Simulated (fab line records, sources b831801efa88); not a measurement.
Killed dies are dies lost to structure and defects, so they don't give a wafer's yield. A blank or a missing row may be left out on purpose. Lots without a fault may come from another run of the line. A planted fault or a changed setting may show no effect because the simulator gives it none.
fab line records | flow sky130
record lots=13 wafers=39 last_day=50
route steps=708 shown RES_PROTECT@215 LDD_P@263 LDD_HVP@286 PAD_OPEN@708
lots that met no fault: from a run of the same line without faults
start_h: hours from the record's first day to the start of the lot's first wafer shown | wait_h: hours since the lot's step before | " the same as in the row above | L1.1+2: a row that stands for several wafers | - no value, or no start given | * or withheld: withheld | < > ~ a bound
route shown NAME@n: a module of which the file shows steps, and the number in the route of the first | usual: mean/standard deviation of fault-free wafers | same: alike in all rows | chamber/n: place in a boat | sites: the reading at each site | _std_site: their standard deviation | _edge_site: outer sites' mean less inner sites' | radius_mm: how far each site lies from the wafer's centre | mask NAME#n: copy n | behind: the tool/chamber that last shaped the wafer | hold: why the lot was held/for how many hours/how that ended | device: the transistor (n, p or np) that didn't switch | end of line: the same wafers' tests at the end of the route | a step without rows: its recipe alone | killed: dies lost to structure and defects at the first sort, not the wafer's yield | map: a wafer's dies, x killed, . not, _ none there
set.NAME: the setting as run; set.NAME@STEP: as run at that earlier step | model.NAME: the simulator's own value behind a step, which no gauge read
steps of the route over a sample of lots; a table a step, a row a wafer
services: from which hour (start_h, from the record's first day; less than 0 if before it) a tool's chamber was out of use, for how many hours, and why
## steps
# step SKY_RES_PROTECT_TW_MEAS_08
# usual POLY_GATE_TW=4015/46
# columns lot.wafer tool chamber start_h wait_h POLY_GATE_TW
L986.3 film_metro-02 - 341.34 0.1 3948
L986.5 " - " " 3943
L986.6 " - " " 3942
L987.2 film_metro-01 - 343.58 0.1 4073
L987.3 " - " " 4060
L987.4 " - " " 4064
L995.1 film_metro-01 - 418.89 0.1 4088
L995.5 " - " " 4088
L995.6 " - " " 4074
L998.1 film_metro-02 - 445.07 0.1 3972
L998.2 " - " " 3966
L998.6 " - " " 3970
L999.3 film_metro-02 - 456.51 0.1 3965
L999.4 " - " " 3964
L999.6 " - " " 3963
L101.4 film_metro-02 - 472.42 0.1 3955
L101.5 " - " " 3941
L101.6 " - " " 3945
L102.1 film_metro-01 - 481.79 0.1 4043
L102.2 " - " " 4087
L102.3 " - " " 4090
L103.4 film_metro-01 - 502.70 0.1 4059
L103.5 " - " " 4061
L103.6 " - " " 4051
L105.2 film_metro-02 - 507.15 0.1 3949
L105.3 " - " " 3978
L105.4 " - " " 3959
L106.1 film_metro-02 - 509.27 0.1 3994
L106.4 " - " " 3971
L106.6 " - " " 3987
L107.1 film_metro-03 - 520.79 0.1 4002
L107.4 " - " " 4000
L107.6 " - " " 4012
L108.3 film_metro-03 - 528.09 0.1 4039
L108.4 " - " " 4029
L108.5 " - " " 4044
L109.1 film_metro-03 - 536.94 0.1 4048
L109.3 " - " " 4013
L109.5 " - " " 4010
# step SKY_LDD_P_OVL_MEAS_08
# usual LDD_P_OVL=-0.4/1.4
# columns lot.wafer tool chamber start_h wait_h LDD_P_OVL[nm]
L986.3 overlay-02 - 432.67 0.1 0.7
L986.5 " - " " -1.4
L986.6 " - " " -0.6
L987.2 overlay-02 - 435.97 0.1 -1.9
L987.3 " - " " 0.1
L987.4 " - " " 1.0
L995.1 overlay-02 - 516.51 0.1 -2.1
L995.5 " - " " -2.3
L995.6 " - " " -1.2
L998.1 overlay-01 - 542.39 0.1 -0.5
L998.2 " - " " 0.4
L998.6 " - " " -2.9
L999.3 overlay-01 - 551.67 0.1 0.6
L999.4 " - " " 1.6
L999.6 " - " " 1.2
L101.4 overlay-01 - 568.33 0.1 0.0
L101.5 " - " " -0.9
L101.6 " - " " -1.1
L102.1 overlay-02 - 577.91 0.1 -1.6
L102.2 " - " " -1.5
L102.3 " - " " -0.6
L103.4 overlay-02 - 595.87 0.1 -1.5
L103.5 " - " " 1.4
L103.6 " - " " -0.7
L105.2 overlay-02 - 601.02 0.1 0.4
L105.3 " - " " -1.1
L105.4 " - " " -1.7
L106.1 overlay-02 - 603.36 0.1 -0.6
L106.4 " - " " -0.9
L106.6 " - " " -0.2
L107.1 overlay-01 - 613.36 0.1 1.8
L107.4 " - " " -1.2
L107.6 " - " " 2.5
L108.3 overlay-01 - 621.27 0.1 -0.8
L108.4 " - " " -1.2
L108.5 " - " " 1.0
L109.1 overlay-01 - 630.31 0.1 0.5
L109.3 " - " " -0.7
L109.5 " - " " 0.7
# step SKY_LDD_P_TW_MEAS_11
# usual LDD_P_TW=633/5.8
# columns lot.wafer tool chamber start_h wait_h LDD_P_TW
L986.3 film_metro-04 - 432.97 0.1 643
L986.5 " - " " 640
L986.6 " - " " 642
L987.2 film_metro-03 - 436.26 0.1 636
L987.3 " - " " 633
L987.4 " - " " 635
L995.1 film_metro-03 - 516.79 0.1 626
L995.5 " - " " 630
L995.6 " - " " 629
L998.1 film_metro-03 - 542.68 0.1 637
L998.2 " - " " 634
L998.6 " - " " 634
L999.3 film_metro-04 - 551.97 0.1 644
L999.4 " - " " 637
L999.6 " - " " 636
L101.4 film_metro-03 - 568.63 0.1 635
L101.5 " - " " 632
L101.6 " - " " 630
L102.1 film_metro-03 - 578.20 0.1 634
L102.2 " - " " 636
L102.3 " - " " 629
L103.4 film_metro-02 - 596.17 0.1 621
L103.5 " - " " 625
L103.6 " - " " 624
L105.2 film_metro-02 - 601.31 0.1 625
L105.3 " - " " 624
L105.4 " - " " 626
L106.1 film_metro-03 - 603.65 0.1 636
L106.4 " - " " 639
L106.6 " - " " 637
L107.1 film_metro-04 - 613.64 0.1 638
L107.4 " - " " 635
L107.6 " - " " 640
L108.3 film_metro-02 - 621.56 0.1 626
L108.4 " - " " 624
L108.5 " - " " 625
L109.1 film_metro-02 - 630.59 0.1 622
L109.3 " - " " 622
L109.5 " - " " 624
# step SKY_LDD_HVP_IMPLANT_08
# recipe species=B energy_kev=20 dose_cm2=1.7e+13 tilt_deg=17.9
# usual beam_energy_keV=20.000/0.0057 tilt_deg=17.897/0.018
# columns lot.wafer tool chamber start_h wait_h beam_energy_keV tilt_deg
L986.3 implanter-01 0 493.98 0.1 20.004 17.913
L986.5 " 0 " " 19.996 17.901
L986.6 " 0 " " 20.009 17.928
L987.2 implanter-04 0 498.16 0.0 19.994 17.876
L987.3 " 0 " " 19.994 17.849
L987.4 " 0 " " 19.995 17.870
L995.1 implanter-02 0 576.98 0.0 16.703 17.891
L995.5 " 0 " " 16.706 17.877
L995.6 " 0 " " 16.713 17.897
L998.1 implanter-02 0 601.85 0.0 16.698 17.881
L998.2 " 0 " " 16.698 17.886
L998.6 " 0 " " 16.703 17.887
L999.3 implanter-01 0 610.63 0.1 20.004 17.903
L999.4 " 0 " " 20.006 17.912
L999.6 " 0 " " 20.002 17.911
L101.4 implanter-04 0 626.65 0.1 19.999 17.911
L101.5 " 0 " " 20.001 17.851
L101.6 " 0 " " 20.002 17.897
L102.1 implanter-01 0 637.68 0.0 19.989 17.914
L102.2 " 0 " " 19.997 17.892
L102.3 " 0 " " 19.997 17.896
L103.4 implanter-04 0 654.95 0.1 20.000 17.897
L103.5 " 0 " " 20.000 17.934
L103.6 " 0 " " 20.002 17.906
L105.2 implanter-01 0 660.08 0.0 19.988 17.901
L105.3 " 0 " " 19.995 17.889
L105.4 " 0 " " 19.993 17.888
L106.1 implanter-01 0 661.75 0.0 19.993 17.914
L106.4 " 0 " " 19.993 17.953
L106.6 " 0 " " 19.990 17.884
L107.1 implanter-01 0 671.18 0.0 19.998 17.908
L107.4 " 0 " " 20.000 17.899
L107.6 " 0 " " 20.002 17.917
L108.3 implanter-02 0 679.78 0.1 19.994 17.881
L108.4 " 0 " " 19.994 17.892
L108.5 " 0 " " 19.995 17.884
L109.1 implanter-02 0 688.28 0.0 20.002 17.904
L109.3 " 0 " " 19.999 17.892
L109.5 " 0 " " 20.001 17.881
# step SKY_LDD_HVP_TW_MEAS_10
# usual LDD_HVP_TW=455/4.5
# columns lot.wafer tool chamber start_h wait_h LDD_HVP_TW
L986.3 film_metro-03 - 494.20 0.1 455
L986.5 " - " " 456
L986.6 " - " " 454
L987.2 film_metro-01 - 498.39 0.1 458
L987.3 " - " " 457
L987.4 " - " " 460
L995.1 film_metro-01 - 577.23 0.1 441
L995.5 " - " " 443
L995.6 " - " " 445
L998.1 film_metro-03 - 602.10 0.1 442
L998.2 " - " " 439
L998.6 " - " " 441
L999.3 film_metro-01 - 610.85 0.1 463
L999.4 " - " " 462
L999.6 " - " " 463
L101.4 film_metro-03 - 626.86 0.1 457
L101.5 " - " " 453
L101.6 " - " " 454
L102.1 film_metro-03 - 637.93 0.1 457
L102.2 " - " " 454
L102.3 " - " " 457
L103.4 film_metro-02 - 655.16 0.1 449
L103.5 " - " " 448
L103.6 " - " " 447
L105.2 film_metro-03 - 660.31 0.1 458
L105.3 " - " " 456
L105.4 " - " " 460
L106.1 film_metro-03 - 662.00 0.1 457
L106.4 " - " " 456
L106.6 " - " " 457
L107.1 film_metro-02 - 671.43 0.1 447
L107.4 " - " " 449
L107.6 " - " " 447
L108.3 film_metro-03 - 680.00 0.1 458
L108.4 " - " " 457
L108.5 " - " " 459
L109.1 film_metro-03 - 688.53 0.1 459
L109.3 " - " " 457
L109.5 " - " " 459
# step SKY_PAD_OPEN_PROBE_99
# usual killed_at_M0_to_M3=43/7.3 killed_at_M4_up=3.1/1.8 killed_at_contacts=24/5.4 killed_at_front_end=15/4.1 killed_at_other=0.2/0.52 killed_dies=86/10 killed_open=47/7.3 killed_short=39/6.4
# same gross_dies=492 killed_at_back_side=0
# columns lot.wafer tool chamber start_h wait_h killed_at_M0_to_M3 killed_at_M4_up killed_at_contacts killed_at_front_end killed_at_other killed_dies killed_open killed_short
L107.4 prober-02 - 1190.78 0.2 38 4 25 15 1 83 37 45
L107.6 prober-02 - 1190.88 0.2 28 1 20 16 0 65 38 27
# killed by level:class
L107.4 VIA1:geometric_particle:open=11 CONTACT:geometric_particle:open=10 CONTACT:geometric_particle:short=6 METAL1:geometric_particle:short=6 FIELD_ISO:geometric_particle:short=5 LI_CONTACT:geometric_particle:open=5 POLY_GATE:geometric_particle:short=4 METAL2:geometric_particle:short=4
L107.6 POLY_GATE:geometric_particle:open=8 CONTACT:geometric_particle:open=8 VIA1:geometric_particle:open=8 LI_CONTACT:geometric_particle:open=5 VIA3:geometric_particle:open=5 FIELD_ISO:geometric_particle:short=3 VIA1:geometric_particle:short=3 CONTACT:geometric_particle:short=3
## services
# columns tool chamber start_h hours kind
implanter-02 - 510.49 1.0 repair
implanter-01 - 522.30 2.5 repair
implanter-02 - 539.66 1.3 repair
implanter-04 - 565.50 1.6 repair
implanter-04 - 598.16 3.1 pm
implanter-01 - 608.40 0.9 repair
implanter-04 - 633.60 0.5 repair
implanter-02 - 635.71 6.2 repair
implanter-01 - 664.03 2.6 pm
## key
first_sign step=SKY_LDD_HVP_IMPLANT_08 reading=beam_energy_keV direction=down sigmas=99+ usual=* struck=*
effect step=SKY_LDD_HVP_TW_MEAS_10 reading=LDD_HVP_TW direction=down sigmas=2.9 usual=455 struck=442
met_at SKY_LDD_HVP_IMPLANT_08
struck_lots L995,L998
tester_left_out L995,L998
not_acting_at SKY_RES_PROTECT_TW_MEAS_08,SKY_LDD_P_OVL_MEAS_08,SKY_LDD_P_TW_MEAS_11
fault kind=process_parameter_drift tool=implanter-02 chamber=- onset_h=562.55 steps=SKY_LDD_HVP_IMPLANT_08 channel=energy_kev offset=* shape=step end_h=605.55 acts_in=* stated=*
# tester_left_out: of these lots the tester's yield and bins aren't shown, on N5 and GAA mostly nor the transistor test; their killed dies are dies lost to structure and defects alone, not to doping, threshold or leakage, so they don't give the yield
